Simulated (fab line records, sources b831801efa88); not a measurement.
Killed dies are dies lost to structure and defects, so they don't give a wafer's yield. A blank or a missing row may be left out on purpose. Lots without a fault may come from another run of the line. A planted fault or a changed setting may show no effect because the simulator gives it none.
fab line records | flow sky130
record lots=15 wafers=45 last_day=51
route steps=708 shown POLY_CUT@316 LI_CONTACT@383 LOCAL_INTERCONNECT@389 VIA2@516
lots that met no fault: from a run of the same line without faults
start_h: hours from the record's first day to the start of the lot's first wafer shown | wait_h: hours since the lot's step before | " the same as in the row above | L1.1+2: a row that stands for several wafers | - no value, or no start given | * or withheld: withheld | < > ~ a bound
route shown NAME@n: a module of which the file shows steps, and the number in the route of the first | usual: mean/standard deviation of fault-free wafers | same: alike in all rows | chamber/n: place in a boat | sites: the reading at each site | _std_site: their standard deviation | _edge_site: outer sites' mean less inner sites' | radius_mm: how far each site lies from the wafer's centre | mask NAME#n: copy n | behind: the tool/chamber that last shaped the wafer | hold: why the lot was held/for how many hours/how that ended | device: the transistor (n, p or np) that didn't switch | end of line: the same wafers' tests at the end of the route | a step without rows: its recipe alone | killed: dies lost to structure and defects at the first sort, not the wafer's yield | map: a wafer's dies, x killed, . not, _ none there
set.NAME: the setting as run; set.NAME@STEP: as run at that earlier step | model.NAME: the simulator's own value behind a step, which no gauge read
steps of the route over a sample of lots; a table a step, a row a wafer
services: from which hour (start_h, from the record's first day; less than 0 if before it) a tool's chamber was out of use, for how many hours, and why
## steps
# step SKY_POLY_CUT_OVL_MEAS_09
# usual POLY_CUT_OVL=1/6.1
# columns lot.wafer tool chamber start_h wait_h POLY_CUT_OVL[nm]
L633.1 overlay-01 - 588.82 0.1 4
L633.3 " - " " -4
L633.5 " - " " -4
L635.3 overlay-01 - 604.13 0.1 8
L635.4 " - " " 5
L635.5 " - " " 3
L638.1 overlay-01 - 632.25 0.1 -1
L638.2 " - " " -7
L638.5 " - " " -5
L639.1 overlay-01 - 640.32 0.1 0
L639.4 " - " " 1
L639.5 " - " " -5
L640.1 overlay-02 - 643.37 0.1 6
L640.3 " - " " -1
L640.6 " - " " 3
L644.1 overlay-02 - 685.32 0.1 -6
L644.3 " - " " -6
L644.6 " - " " -7
L645.2 overlay-01 - 686.98 0.1 2
L645.4 " - " " 5
L645.6 " - " " 5
L646.1 overlay-01 - 697.35 0.1 -16
L646.4 " - " " -6
L646.6 " - " " -11
L647.2 overlay-01 - 697.57 0.1 10
L647.3 " - " " 9
L647.4 " - " " 2
L649.3 overlay-01 - 714.20 0.1 3
L649.5 " - " " 9
L649.6 " - " " 8
L650.1 overlay-02 - 717.32 0.1 4
L650.3 " - " " 2
L650.6 " - " " 2
L651.2 overlay-02 - 728.22 0.1 2
L651.3 " - " " 3
L651.5 " - " " 4
L652.1 overlay-02 - 735.27 0.1 4
L652.3 " - " " -3
L652.5 " - " " 2
L654.2 overlay-01 - 753.46 0.1 6
L654.5 " - " " 4
L654.6 " - " " 5
L655.4 overlay-02 - 758.24 0.1 6
L655.5 " - " " 8
L655.6 " - " " 2
# step SKY_LI_CONTACT_CVD_21
# recipe material=W target_thk_nm=400 time_s=120.56 temp_c=400 pressure_torr=40
# usual heater_power_w=842/50
# columns lot.wafer tool chamber start_h wait_h heater_power_w
L633.1 cvd_w-01 0 708.66 0.0 872
L633.3 " 0 " " 846
L633.5 " 1 " " 813
L635.3 cvd_w-01 0 722.59 0.1 866
L635.4 " 1 " " 816
L635.5 " 0 " " 873
L638.1 cvd_w-01 1 748.00 0.0 826
L638.2 " 0 " " 873
L638.5 " 0 " " 867
L639.1 cvd_w-01 0 755.49 0.0 855
L639.4 " 0 " " 842
L639.5 " 1 " " 833
L640.1 cvd_w-02 1 760.57 0.0 779
L640.3 " 0 " " 894
L640.6 " 0 " " 897
L644.1 cvd_w-02 1 800.32 0.0 768
L644.3 " 0 " " 941
L644.6 " 1 " " 790
L645.2 cvd_w-02 1 801.03 0.0 787
L645.4 " 0 " " 902
L645.6 " 0 " " 893
L646.1 cvd_w-02 1 809.86 0.0 773
L646.4 " 1 " " 781
L646.6 " 1 " " 805
L647.2 cvd_w-01 0 810.25 0.0 883
L647.3 " 1 " " 799
L647.4 " 0 " " 878
L649.3 cvd_w-02 1 826.97 0.1 773
L649.5 " 1 " " 773
L649.6 " 0 " " 913
L650.1 cvd_w-02 1 830.67 0.0 773
L650.3 " 1 " " 788
L650.6 " 0 " " 941
L651.2 cvd_w-02 0 840.63 0.0 906
L651.3 " 0 " " 909
L651.5 " 1 " " 786
L652.1 cvd_w-02 0 846.13 0.0 911
L652.3 " 1 " " 765
L652.5 " 1 " " 803
L654.2 cvd_w-01 1 864.16 0.1 815
L654.5 " 1 " " 828
L654.6 " 0 " " 896
L655.4 cvd_w-02 1 868.47 0.1 775
L655.5 " 0 " " 917
L655.6 " 1 " " 767
# step SKY_LOCAL_INTERCONNECT_THK_MEAS_02
# recipe thk_meas_gauge=xrf reads=TiN_of_LOCAL_INTERCONNECT_SPUTTER_00
# usual LOCAL_INTERCONNECT_TIN_THK=100.1/1.2
# columns lot.wafer tool chamber start_h wait_h LOCAL_INTERCONNECT_TIN_THK[nm]
L633.1 film_metro-03 - 709.45 0.1 101.4
L633.3 " - " " 100.1
L633.5 " - " " 100.7
L635.3 film_metro-03 - 723.35 0.1 100.6
L635.4 " - " " 100.5
L635.5 " - " " 100.9
L638.1 film_metro-01 - 748.79 0.1 99.8
L638.2 " - " " 101.0
L638.5 " - " " 100.6
L639.1 film_metro-04 - 756.28 0.1 101.6
L639.4 " - " " 101.1
L639.5 " - " " 101.4
L640.1 film_metro-03 - 761.36 0.1 99.7
L640.3 " - " " 100.3
L640.6 " - " " 99.6
L644.1 film_metro-03 - 801.11 0.1 101.0
L644.3 " - " " 100.8
L644.6 " - " " 99.9
L645.2 film_metro-03 - 801.83 0.1 100.3
L645.4 " - " " 99.9
L645.6 " - " " 100.9
L646.1 film_metro-01 - 810.65 0.1 97.7
L646.4 " - " " 98.3
L646.6 " - " " 98.9
L647.2 film_metro-03 - 811.04 0.1 100.0
L647.3 " - " " 101.1
L647.4 " - " " 100.5
L649.3 film_metro-03 - 827.92 0.1 100.2
L649.5 " - " " 98.5
L649.6 " - " " 99.9
L650.1 film_metro-01 - 832.92 0.1 98.8
L650.3 " - " " 98.6
L650.6 " - " " 99.3
L651.2 film_metro-04 - 841.43 0.1 99.8
L651.3 " - " " 99.3
L651.5 " - " " 100.1
L652.1 film_metro-01 - 846.92 0.1 99.6
L652.3 " - " " 101.5
L652.5 " - " " 100.0
L654.2 film_metro-01 - 864.96 0.1 96.7
L654.5 " - " " 95.8
L654.6 " - " " 97.5
L655.4 film_metro-03 - 869.31 0.1 100.8
L655.5 " - " " 98.4
L655.6 " - " " 101.1
# step SKY_VIA2_EXPOSE_09
# recipe mask_id=VIM2 na=0.8 source_shape=annular sigma_inner=0.55 sigma_outer=0.85 target_cd_nm=200 dose_mj=38
# usual exposure_dose_mJ_cm2=37.85/0.034 focus_offset_nm=0.0/0.46
# columns lot.wafer tool chamber start_h wait_h mask exposure_dose_mJ_cm2 focus_offset_nm
L633.1 krf_scanner-02 0 868.26 - VIM2#0 37.82 -0.7
L633.3 " 0 " " VIM2#0 37.80 0.0
L633.5 " 0 " " VIM2#0 37.83 -0.6
L635.3 krf_scanner-02 0 880.39 - VIM2#0 37.94 0.1
L635.4 " 0 " " VIM2#0 37.86 0.6
L635.5 " 0 " " VIM2#0 37.85 0.0
L638.1 krf_scanner-02 - 904.05 - VIM2#0 - -
L638.2 " - " " VIM2#0 - -
L638.5 " - " " VIM2#0 - -
L639.1 krf_scanner-02 - 914.65 - VIM2#0 - -
L639.4 " - " " VIM2#0 - -
L639.5 " - " " VIM2#0 - -
L640.1 krf_scanner-01 - 916.36 - VIM2#0 - -
L640.3 " - " " VIM2#0 - -
L640.6 " - " " VIM2#0 - -
L644.1 krf_scanner-02 0 955.86 - VIM2#0 37.81 0.0
L644.3 " 0 " " VIM2#0 37.80 -0.6
L644.6 " 0 " " VIM2#0 37.84 -0.1
L645.2 krf_scanner-01 0 956.12 - VIM2#0 37.79 0.4
L645.4 " 0 " " VIM2#0 37.87 0.2
L645.6 " 0 " " VIM2#0 37.82 0.1
L646.1 krf_scanner-01 0 961.23 - VIM2#0 37.85 -0.5
L646.4 " 0 " " VIM2#0 37.84 -0.5
L646.6 " 0 " " VIM2#0 37.87 0.0
L647.2 krf_scanner-01 0 963.22 - VIM2#0 37.85 0.2
L647.3 " 0 " " VIM2#0 37.86 0.0
L647.4 " 0 " " VIM2#0 37.88 -0.2
L649.3 krf_scanner-01 0 979.36 - VIM2#0 37.85 0.1
L649.5 " 0 " " VIM2#0 37.83 0.2
L649.6 " 0 " " VIM2#0 37.90 0.4
L650.1 krf_scanner-02 0 981.82 - VIM2#0 37.87 0.2
L650.3 " 0 " " VIM2#0 37.87 -0.8
L650.6 " 0 " " VIM2#0 37.87 0.0
L651.2 krf_scanner-01 0 992.11 - VIM2#0 37.86 1.0
L651.3 " 0 " " VIM2#0 37.86 1.1
L651.5 " 0 " " VIM2#0 37.89 0.2
L652.1 krf_scanner-02 0 997.45 - VIM2#0 37.79 0.3
L652.3 " 0 " " VIM2#0 37.83 0.0
L652.5 " 0 " " VIM2#0 37.82 -0.8
L654.2 krf_scanner-01 0 1011.97 - VIM2#0 37.81 -1.1
L654.5 " 0 " " VIM2#0 37.86 -0.3
L654.6 " 0 " " VIM2#0 37.82 -0.3
L655.4 krf_scanner-01 0 1017.46 - VIM2#0 37.87 0.1
L655.5 " 0 " " VIM2#0 37.89 0.9
L655.6 " 0 " " VIM2#0 37.81 0.3
## services
# columns tool chamber start_h hours kind
krf_scanner-02 - 689.96 0.8 pm
krf_scanner-01 - 714.44 1.0 pm
krf_scanner-01 - 729.35 3.0 pm
krf_scanner-01 - 732.35 36.0 pm
krf_scanner-02 - 733.68 1.4 repair
krf_scanner-02 - 768.35 1.3 pm
krf_scanner-01 - 769.72 1.3 pm
krf_scanner-02 - 782.19 1.0 pm
krf_scanner-02 - 832.55 0.2 repair
krf_scanner-01 - 841.25 0.8 pm
krf_scanner-02 - 844.94 3.6 pm
krf_scanner-02 - 858.76 0.8 pm
krf_scanner-01 - 871.56 3.6 pm
krf_scanner-02 - 879.15 0.2 repair
krf_scanner-01 - 883.44 1.0 pm
cvd_w-02 - 905.11 0.5 repair
krf_scanner-02 - 922.04 2.1 repair
krf_scanner-02 - 936.10 1.3 pm
krf_scanner-01 - 945.62 1.3 pm
cvd_w-02 - 949.71 6.9 pm
krf_scanner-02 - 951.19 1.0 pm
cvd_w-02 0 962.46 3.0 repair
krf_scanner-01 - 995.36 4.4 pm
krf_scanner-01 - 1010.05 0.8 pm
## key
first_sign step=SKY_VIA2_EXPOSE_09 reading=tool_record direction=missing
effect none on later readings
met_at SKY_VIA2_EXPOSE_09
struck_lots L638,L639,L640
later_rows_left_out L638.1,L638.2,L638.5,L639.1,L639.4,L639.5,L640.1,L640.3,L640.6
sort_left_out L638.1,L638.2,L638.5,L639.1,L639.4,L639.5,L640.1,L640.3,L640.6
not_acting_at SKY_POLY_CUT_OVL_MEAS_09,SKY_LI_CONTACT_CVD_21,SKY_LOCAL_INTERCONNECT_THK_MEAS_02
onset_between 880.39 904.05
fault kind=skipped_step_whole tool=krf_scanner-01,krf_scanner-02 chamber=- onset_h=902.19 steps=SKY_VIA2_EXPOSE_09 scope=struck_lots_only
# sort_left_out: the simulated sort isn't trusted on such a fault, so these wafers' sort isn't shown, and their yield isn't known
# later_rows_left_out: the simulator's readings of these wafers behind a module that went badly wrong aren't trusted and aren't shown, but for the sort
